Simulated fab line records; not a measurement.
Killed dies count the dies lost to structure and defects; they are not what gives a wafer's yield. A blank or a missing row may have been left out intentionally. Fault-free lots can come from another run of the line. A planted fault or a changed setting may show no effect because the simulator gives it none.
2 desks, one fault :: flow sky130 :: every desk sees just its own numbers, and what lay behind them comes last

## FROM THE METROLOGY DESK
Lot by lot, what the gauges showed, no matter which tool ran the lot: averages of those sampled wafers that carry a number. Any lot whose mean is over 4 standard deviations away from the usual mean is out of limits and marked OUT; that distance is given in the brackets.
Columns: A = LDD_N_OVL at SKY_LDD_N_OVL_MEAS_07, usual -0.8 nm; B = LDD_N_TW at SKY_LDD_N_TW_MEAS_17, usual 2561; C = cd_nm at SKY_LDD_P_CD_MEAS_07, usual 381.1 nm; D = LDD_P_OVL at SKY_LDD_P_OVL_MEAS_08, usual -1.2 nm; E = LDD_P_TW at SKY_LDD_P_TW_MEAS_11, usual 631; F = LDD_HVN_OVL at SKY_LDD_HVN_OVL_MEAS_07, usual -0.4 nm; G = LDD_HVN_TW at SKY_LDD_HVN_TW_MEAS_10, usual 1429
lot: L513
first seen here: day 19 00:01
A: -2.8
B: 2548
C: 380.5
D: -2.4
E: 636
F: -0.8
G: 1437

lot: L517
first seen here: day 20 13:29
A: -2.5
B: 2578
C: 385.0
D: 0.1
E: 628
F: -1.6
G: 1412

lot: L520
first seen here: day 21 20:48
A: -1.7
B: 2548
C: 382.1
D: -1.8
E: 632
F: 1.2
G: 1435

lot: L528
first seen here: day 24 03:51
A: -0.9
B: 2565
C: 381.2
D: -1.9
E: 626
F: 0.7
G: 1440

lot: L530
first seen here: day 24 21:58
A: -1.2
B: 2565
C: 384.5
D: -0.5
E: 627
F: 0.5
G: 1429

lot: L533
first seen here: day 25 17:47
A: 1.3
B: 2589
C: 378.5
D: -1.1
E: 632
F: 0.7
G: 1431
Result from this desk: across the 6 lots, nothing is out of limits.

## DESK OF THE TOOL OWNER: implanter-04
For each lot that ran on this tool, the mean over its sampled wafers that have a number, from the tool's own readings at SKY_LDD_N_IMPLANT_13. Any lot whose mean is over 4 standard deviations away from the usual mean is out of limits and marked OUT; that distance is given in the brackets.
Columns: A = end_station_pressure_torr at SKY_LDD_N_IMPLANT_13, usual 5e-06 Torr
lot: L513
first seen here: day 19 00:49
A: 5e-06

lot: L517
first seen here: day 20 15:02
A: 5e-06

lot: L520
first seen here: day 21 21:36
A: 5e-06

lot: L530
first seen here: day 24 22:46
A: 5e-06
Result from this desk: across the 4 lots, nothing is out of limits.

## TAKEN TOGETHER
Nothing out of limits was seen by the metrology desk.
The tool owner's desk saw nothing out of limits.

## WHAT HAD BEEN PUT IN BY THE SIMULATOR
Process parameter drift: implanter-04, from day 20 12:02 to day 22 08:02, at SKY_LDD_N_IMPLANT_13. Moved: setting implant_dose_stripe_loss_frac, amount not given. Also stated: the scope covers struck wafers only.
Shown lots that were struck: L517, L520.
